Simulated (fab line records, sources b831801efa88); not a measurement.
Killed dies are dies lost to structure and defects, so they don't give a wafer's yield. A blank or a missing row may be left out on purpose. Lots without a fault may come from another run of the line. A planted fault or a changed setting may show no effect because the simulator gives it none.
A struck lot beside a sound one | flow sky130 | 43 steps out of a route of 708
Sound: wafers L143.1, L143.5, L143.6. Struck: wafer L153.2. (L153.1, L153.6 of the same lot were not struck and are left out.) The cause comes at the end.
At each step with rows: each side's tool, then ch and its chambers, then its first start. Under that, the readings that differ: sound wafers | struck wafers | difference of the means | sigmas: that difference in standard deviations of wafers without a fault.
alike: readings whose means differ by less than 2 such deviations, and words and numbers that are the same on both sides. not compared: withheld readings, readings that some wafer has no value for, bounds like >300 that may hide the same value, and numbers for which the record gives no deviation and whose values overlap.
The two part at a step that has a row with sigmas, a row that says differs or no value, or rows on one side only. Numbers that don't overlap but have no deviation are shown without sigmas and don't part them. A reading that every wafer of one side lacks parts them only if that side has two wafers or more.

SKY_SPACER_THK_MEAS_01:
  sound on film_metro-04, day 22 16:52; struck on film_metro-03, day 26 18:25
  reading                | sound          | struck | difference | sigmas
  SPACER_CVD_00_THK (nm) | 42.3 42.1 42.8 | 43.3   | +0.9       | +2
SKY_SPACER_ETCHBACK_02: etches Si3N4 in CH3F/O2, stops on SiO2, time 46.7 s, target depth 45 nm.
  sound on rie_diel-04 ch 0,2,3, day 22 16:55; struck on rie_diel-01 ch 0, day 26 18:28
  reading                | sound                | struck | difference | sigmas
  oes_product_au (a.u.)  | 0.849 0.843 0.853    | 0.864  | +0.016     | +2
  throttle_valve_pct (%) | 10.552 10.566 10.568 | 10.543 | -0.019     | -2
  alike: chamber_pressure_mTorr, drypump_motor_current_A
  not compared: rf_hours_counter_h
then, 8 steps without rows for these wafers: SKY_POLY_CUT_DEHYDRATE_00 (time 60 s); SKY_POLY_CUT_HMDS_01 (prime time 60 s); SKY_POLY_CUT_COAT_02 (resist thk 60 nm); SKY_POLY_CUT_COAT_03 (resist thk 450 nm); SKY_POLY_CUT_SOFTBAKE_04 (time 90 s); SKY_POLY_CUT_EXPOSE_05 (exposes mask NPCM, target cd 270 nm); SKY_POLY_CUT_PEB_06; SKY_POLY_CUT_DEVELOP_07 (develop time 60 s).
SKY_POLY_CUT_CD_MEAS_08: target cd 270 nm.
  sound on cd_sem-01, day 23 23:17; struck on cd_sem-01, day 27 23:10
  alike: cd_nm
SKY_POLY_CUT_OVL_MEAS_09:
  sound on overlay-02, day 23 23:25; struck on overlay-01, day 27 23:17
  alike: POLY_CUT_OVL
SKY_POLY_CUT_ETCH_10: etches BARC in N2/H2, stops on SiO2, time 45.9 s, target depth 60 nm.
  sound on rie_diel-02 ch 1,2,3, day 23 23:26; struck on rie_diel-02 ch 2, day 27 23:19
  reading                        | sound                | struck | difference | sigmas
  chamber_pressure_mTorr (mTorr) | 29.963 30.045 30.077 | 29.976 | -0.052     | -2
  alike: drypump_motor_current_A, oes_product_au, throttle_valve_pct
  not compared: rf_hours_counter_h
SKY_POLY_CUT_ETCH_11: etches Si3N4 in CF4/CH2F2/Ar, stops on poly-Si, time 42.5 s, target depth 60 nm.
  sound on rie_diel-02 ch 1,2,3, day 23 23:29; struck on rie_diel-02 ch 2, day 27 23:22
  reading               | sound             | struck | difference | sigmas
  oes_product_au (a.u.) | 0.840 0.831 0.841 | 0.815  | -0.022     | -3
  alike: chamber_pressure_mTorr, drypump_motor_current_A, throttle_valve_pct
  not compared: rf_hours_counter_h
SKY_POLY_CUT_STRIP_12: strips in O2/N2.
  sound on plasma_asher-01 ch 0,1, day 23 23:32; struck on plasma_asher-03 ch 0, day 27 23:24
  alike: chamber_pressure_mTorr, drypump_motor_current_A, oes_product_au, strip_time_to_endpoint_s
  not compared: rf_hours_counter_h
then, 7 steps without rows for these wafers: SKY_SD_P_DEHYDRATE_00 (time 60 s); SKY_SD_P_HMDS_01 (prime time 60 s); SKY_SD_P_COAT_02 (resist thk 1140 nm); SKY_SD_P_SOFTBAKE_03 (time 60 s); SKY_SD_P_EXPOSE_04 (exposes mask PSDM, target cd 380 nm); SKY_SD_P_PEB_05; SKY_SD_P_DEVELOP_06 (develop time 58.03 s).
SKY_SD_P_CD_MEAS_07: target cd 380 nm.
  sound on cd_sem-01, day 25 05:10; struck on cd_sem-01, day 29 04:34
  alike: cd_nm
SKY_SD_P_OVL_MEAS_08:
  sound on overlay-01, day 25 05:17; struck on overlay-01, day 29 04:41
  alike: SD_P_OVL
then, 1 step without rows for these wafers: SKY_SD_P_IMPLANT_09.
SKY_SD_P_STRIP_10: strips in O2/N2.
  sound on plasma_asher-01 ch 0,1, day 25 05:28; struck on plasma_asher-04 ch 0, day 29 04:52
  reading                     | sound       | struck | difference | sigmas
  drypump_motor_current_A (A) | 4.8 5.0 4.8 | 6.3    | +1.4       | +2
  alike: chamber_pressure_mTorr, oes_product_au, strip_time_to_endpoint_s
  not compared: rf_hours_counter_h
SKY_SD_P_TW_MEAS_11:
  sound on film_metro-01, day 25 05:34; struck on film_metro-02, day 29 04:58
  alike: SD_P_TW
then, 8 steps without rows for these wafers: SKY_RES_XHIGH_DEHYDRATE_00 (time 60 s); SKY_RES_XHIGH_HMDS_01 (prime time 60 s); SKY_RES_XHIGH_COAT_02 (resist thk 1140 nm); SKY_RES_XHIGH_SOFTBAKE_03 (time 60 s); SKY_RES_XHIGH_EXPOSE_04 (exposes mask URPM, target cd 1270 nm); SKY_RES_XHIGH_PEB_05; SKY_RES_XHIGH_DEVELOP_06 (develop time 60 s); SKY_RES_XHIGH_IMPLANT_07.
SKY_RES_XHIGH_STRIP_08: strips in O2/N2.
  sound on plasma_asher-03 ch 0,1, day 26 09:53; struck on plasma_asher-04 ch 1, day 30 09:08
  alike: chamber_pressure_mTorr, drypump_motor_current_A, oes_product_au, strip_time_to_endpoint_s
  not compared: rf_hours_counter_h
SKY_RES_XHIGH_TW_MEAS_09:
  sound on film_metro-02, day 26 09:59; struck on film_metro-04, day 30 09:14
  alike: RES_XHIGH_TW
then, 5 steps without rows for these wafers: SKY_SD_N_DEHYDRATE_00 (time 60 s); SKY_SD_N_HMDS_01 (prime time 60 s); SKY_SD_N_COAT_02 (resist thk 1140 nm); SKY_SD_N_SOFTBAKE_03 (time 60 s); SKY_SD_N_EXPOSE_04 (exposes mask NSDM, target cd 380 nm).
-- the record jumps here: 18 days lie between the struck wafers' starts before and after (it left off in module SD_N and takes up again in module PAD_OPEN, whose first step shown is number 708 of the route) --
SKY_PAD_OPEN_PROBE_99:
  the record has rows for the struck wafers here (prober-02, day 48 09:35) and none for the sound ones

WHERE THEY PART
First at SKY_SPACER_THK_MEAS_01; last, within this record, at SKY_PAD_OPEN_PROBE_99.

WHY: what the simulator had put in
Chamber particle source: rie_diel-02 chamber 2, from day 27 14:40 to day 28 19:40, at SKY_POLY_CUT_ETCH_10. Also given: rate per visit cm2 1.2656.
